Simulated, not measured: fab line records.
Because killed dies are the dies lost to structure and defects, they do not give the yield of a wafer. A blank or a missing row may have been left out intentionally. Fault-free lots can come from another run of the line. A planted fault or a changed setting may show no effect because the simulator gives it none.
Matching of chambers    flow gf180mcu    pecvd-03 running GF_V1_CVD_02: 3 sister chambers
The step deposits SiO2 from TEOS, target thk 850 nm, time 94.851 s. 3 wafers are shown with their chamber, then 8 later ones without.

WAFERS WITH THEIR CHAMBER
wafer   chamber  heater power w (W)
L088.4  2        577
L088.6  1        670
L089.3  0        666

WAFERS WHOSE CHAMBER IS MISSING
wafer   heater power w (W)
L089.4  604
L089.6  834
L093.1  726
L093.3  673
L093.6  772
L095.1  663
L095.3  774
L095.6  808

CHAMBER TAKEN BY EACH
wafer   from the rows above           in truth
L089.4  can't be placed: 2 or 0 or 1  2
L089.6  can't be placed: 1 or 0 or 2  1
L093.1  can't be placed: 1 or 0 or 2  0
L093.3  can't be placed: 1 or 0 or 2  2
L093.6  can't be placed: 1 or 0 or 2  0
L095.1  can't be placed: 0 or 1 or 2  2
L095.3  can't be placed: 1 or 0 or 2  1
L095.6  can't be placed: 1 or 0 or 2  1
0 of 8 placed correctly. Unplaceable from these rows: 8, with the true chamber sitting among the candidates in 8. Number placed wrongly: 0.
How it was worked out, from the rows above alone: a wafer's distance from a chamber is the root of the sum, over the readings, of the square of ((its reading less the chamber's mean) divided by the reading's scatter). The wafer belongs to the nearest chamber; if the next one is less than 2 further off, it can't be placed. A chamber's mean is the mean of its shown wafers. The scatter: with one shown wafer a chamber, the root of the mean of the squares of how far each hidden wafer lies from its nearest shown one.
